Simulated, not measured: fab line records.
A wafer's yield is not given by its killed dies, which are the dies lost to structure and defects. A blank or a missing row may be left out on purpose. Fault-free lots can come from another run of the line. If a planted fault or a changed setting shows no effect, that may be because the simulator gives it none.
Which of the tools did it?	flow gf180mcu	Sampling: 24 lots, 72 wafers, 6 of 602 route steps

## WHAT EACH GAUGE READ, for each wafer
GF_CONTACT_CD_MEAS_14: the cd target is 220 nm.
lot	measured	on	cdNm (nm)
L074	day 15 21:52	cdSem-02	222.7 222.9 222.9
L075	day 16 11:25	cdSem-01	218.7 219.1 219.0
L076	day 16 20:42	cdSem-02	219.1 218.6 218.9
L077	day 17 05:04	cdSem-02	223.5 222.5 221.3
L078	day 17 16:28	cdSem-01	221.0 221.0 220.5
L079	day 18 01:02	cdSem-01	220.3 220.3 220.5
L080	day 18 09:36	cdSem-01	219.7 219.8 219.2
L081	day 18 20:34	cdSem-02	221.2 220.9 221.1
L082	day 19 02:55	cdSem-01	218.9 219.6 220.1
L083	day 19 18:19	cdSem-02	220.5 220.4 220.2
L084	day 19 20:58	cdSem-02	221.2 221.0 220.4
L085	day 19 23:54	cdSem-01	221.1 221.0 222.9
L086	day 20 12:43	cdSem-02	219.9 219.5 221.5
L087	day 21 00:01	cdSem-01	217.5 219.3 219.2
L088	day 21 19:33	cdSem-01	221.0 220.1 220.5
L089	day 21 23:32	cdSem-01	218.9 219.9 219.3
L090	day 22 02:19	cdSem-02	222.8 222.7 225.7
L091	day 22 07:47	cdSem-02	220.5 220.8 221.2
L092	day 22 19:21	cdSem-02	221.3 221.7 221.9
L094	day 23 09:04	cdSem-01	218.3 218.7 219.5
L093	day 23 09:46	cdSem-01	220.2 221.3 221.8
L095	day 23 22:52	cdSem-01	222.6 222.1 221.8
L096	day 23 23:31	cdSem-01	223.3 222.2 221.2
L097	day 24 03:28	cdSem-02	222.1 219.8 220.1

GF_M1_CD_MEAS_14: the cd target is 230 nm.
lot	measured	on	cdNm (nm)
L074	day 16 22:07	cdSem-01	230.4 229.5 230.3
L075	day 17 12:15	cdSem-01	229.0 228.4 227.2
L076	day 17 20:42	cdSem-02	230.1 231.4 230.9
L077	day 18 05:59	cdSem-01	230.1 230.1 230.4
L078	day 18 17:46	cdSem-02	228.7 228.2 227.5
L079	day 19 03:17	cdSem-02	229.0 228.4 229.3
L080	day 19 11:13	cdSem-02	231.7 230.2 230.7
L081	day 19 22:58	cdSem-02	228.2 228.7 228.4
L082	day 20 04:46	cdSem-02	229.8 230.6 228.5
L083	day 20 19:51	cdSem-02	229.6 228.6 229.7
L084	day 20 22:41	cdSem-01	228.5 227.9 228.9
L085	day 21 01:56	cdSem-02	230.8 231.3 229.5
L086	day 21 14:14	cdSem-02	230.1 230.4 229.0
L087	day 22 01:14	cdSem-01	230.6 230.1 231.3
L088	day 22 19:44	cdSem-01	228.4 228.8 228.0
L089	day 23 00:28	cdSem-02	229.8 230.1 228.9
L090	day 23 02:37	cdSem-02	232.2 231.7 232.2
L091	day 23 08:22	cdSem-01	228.5 228.7 228.9
L092	day 23 20:04	cdSem-01	229.0 228.2 229.3
L094	day 24 09:17	cdSem-02	229.1 230.2 229.3
L093	day 24 09:59	cdSem-02	228.3 229.7 229.0
L095	day 24 22:13	cdSem-02	229.1 228.8 230.1
L096	day 24 22:55	cdSem-01	228.5 228.7 228.8
L097	day 25 02:58	cdSem-02	230.2 229.3 229.2

GF_V2_OVL_MEAS_15.
lot	measured	on	V2_OVL (nm)
L074	day 20 02:58	overlay-02	7 2 2
L075	day 20 17:49	overlay-01	6 4 -5
L076	day 21 01:53	overlay-01	1 0 2
L077	day 21 11:14	overlay-02	1 -3 5
L078	day 21 22:50	overlay-02	4 -4 6
L079	day 22 08:14	overlay-02	4 4 2
L080	day 22 15:53	overlay-01	-9 -7 0
L081	day 23 01:54	overlay-02	-6 -6 -8
L082	day 23 07:08	overlay-02	-10 2 -3
L083	day 23 22:53	overlay-02	-1 4 1
L084	day 24 00:44	overlay-02	2 0 -7
L085	day 24 04:11	overlay-01	-8 -4 -5
L086	day 24 14:55	overlay-02	-1 -9 -9
L087	day 25 01:50	overlay-01	5 -5 2
L088	day 25 19:02	overlay-02	6 10 5
L089	day 25 23:59	overlay-01	8 5 0
L090	day 26 01:32	overlay-02	-8 3 7
L091	day 26 07:08	overlay-01	5 4 0
L092	day 26 17:02	overlay-01	-6 0 -10
L094	day 27 04:15	overlay-02	-6 7 -4
L093	day 27 05:56	overlay-02	-4 0 -7
L095	day 27 16:17	overlay-01	1 -2 -8
L096	day 27 17:52	overlay-02	-4 4 -1
L097	day 27 21:14	overlay-01	-4 2 -9

## WHAT TOOL EACH LOT RAN ON (gives the tool, then ch and the chambers of the sampled wafers, and finally the start)
lot	GF_CONTACT_ETCH_16	GF_M1_SPUTTER_00	GF_V1_CVD_23
L074	rieDiel-01 ch 0,1,2, day 15 22:01	pvdSputter-01, day 15 23:11	cvdW-02 ch 0,1, day 17 23:50
L075	rieDiel-01 ch 0,1,2, day 16 11:34	pvdSputter-04, day 16 12:44	cvdW-01 ch 0,1, day 18 14:41
L076	rieDiel-03 ch 0,3, day 16 20:52	pvdSputter-04, day 16 22:01	cvdW-01 ch 1, day 18 23:08
L077	rieDiel-04 ch 1,3, day 17 05:10	pvdSputter-01, day 17 06:21	cvdW-02 ch 0,1, day 19 08:13
L078	rieDiel-03 ch 0,1,3, day 17 16:37	pvdSputter-04, day 17 17:47	cvdW-02 ch 0,1, day 19 20:31
L079	rieDiel-03 ch 0,1,2, day 18 01:10	pvdSputter-04, day 18 02:20	cvdW-01 ch 0,1, day 20 06:56
L080	rieDiel-01 ch 2,3, day 18 09:43	pvdSputter-01, day 18 10:52	cvdW-01 ch 0,1, day 20 13:53
L081	rieDiel-03 ch 0,3, day 18 20:40	pvdSputter-01, day 18 21:49	cvdW-02 ch 0,1, day 21 01:53
L082	rieDiel-01 ch 0,2,3, day 19 03:04	pvdSputter-04, day 19 04:13	cvdW-02 ch 0,1, day 21 06:44
L083	rieDiel-01 ch 0,3, day 19 18:28	pvdSputter-04, day 19 19:43	cvdW-01 ch 0, day 21 22:15
L084	rieDiel-04 ch 0,1,2, day 19 21:07	pvdSputter-01, day 19 22:21	cvdW-02 ch 0,1, day 22 00:39
L085	rieDiel-03 ch 0,3, day 20 00:01	pvdSputter-04, day 20 01:16	cvdW-02 ch 0,1, day 22 04:26
L086	rieDiel-03 ch 1,2,3, day 20 12:52	pvdSputter-03, day 20 14:01	cvdW-01 ch 0,1, day 22 15:20
L087	rieDiel-04 ch 0,1,2, day 21 00:07	pvdSputter-04, day 21 01:16	cvdW-01 ch 0,1, day 23 02:08
L088	rieDiel-03 ch 2,3, day 21 19:40	pvdSputter-01, day 21 20:49	cvdW-02 ch 0,1, day 23 20:36
L089	rieDiel-01 ch 0,2, day 21 23:40	pvdSputter-01, day 22 00:49	cvdW-02 ch 0,1, day 24 01:38
L090	rieDiel-04 ch 0,1,2, day 22 02:28	pvdSputter-04, day 22 03:38	cvdW-02 ch 0,1, day 24 03:56
L091	rieDiel-03 ch 1,2, day 22 07:55	pvdSputter-01, day 22 09:04	cvdW-02 ch 0,1, day 24 09:47
L092	rieDiel-04 ch 0,1,2, day 22 19:31	pvdSputter-01, day 22 20:56	cvdW-02 ch 0,1, day 24 21:13
L094	rieDiel-01 ch 0,2,3, day 23 09:11	pvdSputter-03, day 23 10:18	cvdW-01 ch 0,1, day 25 09:04
L093	rieDiel-03 ch 1,2,3, day 23 09:53	pvdSputter-04, day 23 11:00	cvdW-02 ch 0,1, day 25 10:04
L095	rieDiel-03 ch 0,3, day 23 23:01	pvdSputter-01, day 24 00:10	cvdW-02 ch 0,1, day 25 21:41
L096	rieDiel-04 ch 1,2,3, day 23 23:40	pvdSputter-04, day 24 00:50	cvdW-02 ch 0,1, day 25 23:07
L097	rieDiel-03 ch 1,2,3, day 24 03:37	pvdSputter-03, day 24 04:46	cvdW-01 ch 0,1, day 26 02:15
- GF_CONTACT_ETCH_16: etches BARC in N2/H2.
- GF_M1_SPUTTER_00: material Ti, target thk 37.5 nm, time 150 s.
- GF_V1_CVD_23: deposits W, target thk 350 nm, time 105.05 s.

## WHAT THE TOOLS THEMSELVES READ (means of the sampled wafers that have a number; where no wafer has one, the mark that the record gives instead)
GF_CONTACT_ETCH_16.
lot	tool	drypumpMotorCurrentA (A)	oesProductAu (a.u.)	rfFwdPowerW (W)	throttleValvePct (%)
L074	rieDiel-01	5.7	0.852	496.1	13.233
L075	rieDiel-01	5.7	0.856	497.5	13.232
L076	rieDiel-03	5.3	0.855	496.3	13.227
L077	rieDiel-04	5.7	0.856	497.3	13.224
L078	rieDiel-03	5.5	0.855	495.2	13.222
L079	rieDiel-03	5.9	0.855	496.3	13.225
L080	rieDiel-01	6.5	0.857	494.1	13.229
L081	rieDiel-03	5.8	0.853	497.2	13.232
L082	rieDiel-01	6.2	0.860	495.7	13.227
L083	rieDiel-01	6.1	0.855	494.1	13.235
L084	rieDiel-04	6.0	0.854	495.1	13.223
L085	rieDiel-03	5.8	0.854	497.0	13.218
L086	rieDiel-03	5.3	0.857	495.5	13.219
L087	rieDiel-04	6.0	0.847	495.5	13.222
L088	rieDiel-03	5.4	0.851	495.5	13.221
L089	rieDiel-01	5.9	0.852	497.3	13.227
L090	rieDiel-04	5.9	0.853	494.0	13.233
L091	rieDiel-03	5.6	0.859	496.8	13.230
L092	rieDiel-04	6.0	0.859	496.1	13.227
L094	rieDiel-01	6.2	0.854	495.7	13.236
L093	rieDiel-03	5.3	0.855	495.3	13.220
L095	rieDiel-03	5.8	0.855	497.4	13.228
L096	rieDiel-04	5.9	0.854	495.5	13.224
L097	rieDiel-03	5.3	0.855	495.4	13.206

GF_M1_SPUTTER_00.
lot	tool	throttleValvePct (%)
L074	pvdSputter-01	29.4
L075	pvdSputter-04	31.0
L076	pvdSputter-04	30.1
L077	pvdSputter-01	28.9
L078	pvdSputter-04	31.1
L079	pvdSputter-04	30.6
L080	pvdSputter-01	29.4
L081	pvdSputter-01	28.9
L082	pvdSputter-04	31.0
L083	pvdSputter-04	30.3
L084	pvdSputter-01	29.3
L085	pvdSputter-04	30.7
L086	pvdSputter-03	29.9
L087	pvdSputter-04	30.3
L088	pvdSputter-01	30.2
L089	pvdSputter-01	29.5
L090	pvdSputter-04	30.5
L091	pvdSputter-01	29.4
L092	pvdSputter-01	29.4
L094	pvdSputter-03	31.6
L093	pvdSputter-04	30.2
L095	pvdSputter-01	29.4
L096	pvdSputter-04	30.9
L097	pvdSputter-03	30.8

GF_V1_CVD_23.
lot	tool	heaterPowerOuterW (W)	heaterPowerW (W)	susceptorTempC (C)
L074	cvdW-02	468	726	400.15
L075	cvdW-01	474	768	400.04
L076	cvdW-01	464	794	400.06
L077	cvdW-02	468	717	399.92
L078	cvdW-02	472	731	399.80
L079	cvdW-01	476	773	399.84
L080	cvdW-01	497	759	400.04
L081	cvdW-02	506	767	399.93
L082	cvdW-02	473	732	400.15
L083	cvdW-01	509	730	399.93
L084	cvdW-02	470	724	399.76
L085	cvdW-02	502	780	399.83
L086	cvdW-01	498	755	400.12
L087	cvdW-01	490	768	400.00
L088	cvdW-02	517	759	399.88
L089	cvdW-02	470	733	399.86
L090	cvdW-02	470	730	399.80
L091	cvdW-02	501	774	399.97
L092	cvdW-02	469	729	400.32
L094	cvdW-01	490	759	400.05
L093	cvdW-02	500	773	400.11
L095	cvdW-02	466	735	400.06
L096	cvdW-02	506	764	399.77
L097	cvdW-01	487	781	399.87

## THE ANSWER, worked out from the rows above alone
Rule: the lots themselves supply what counts as usual. The widest of any qualifying gaps counts: lots, ordered by their means at a reading, are off when they make up no more than a third of the lots, leave a main group of 4 or more, and stand apart from it by 3 or more times the standard deviation of that group's means. A main group whose means are all the same, to the digits that the tables above print for the reading, isn't used. Also off: a lot with no number at a reading for which 4 or more lots have one. Any other lot the step has rows for is counted as sound. Order of review: gauges by route order, followed by the tools' own readings, for which a lot's mean as printed above is used. The first step at which some lot is off is used, and at that step the reading that is off furthest; a lot without a number counts as furthest.
No lot is off at any reading shown: from this, nothing can be told.

## WHAT HAD BEEN PUT IN BY THE SIMULATOR
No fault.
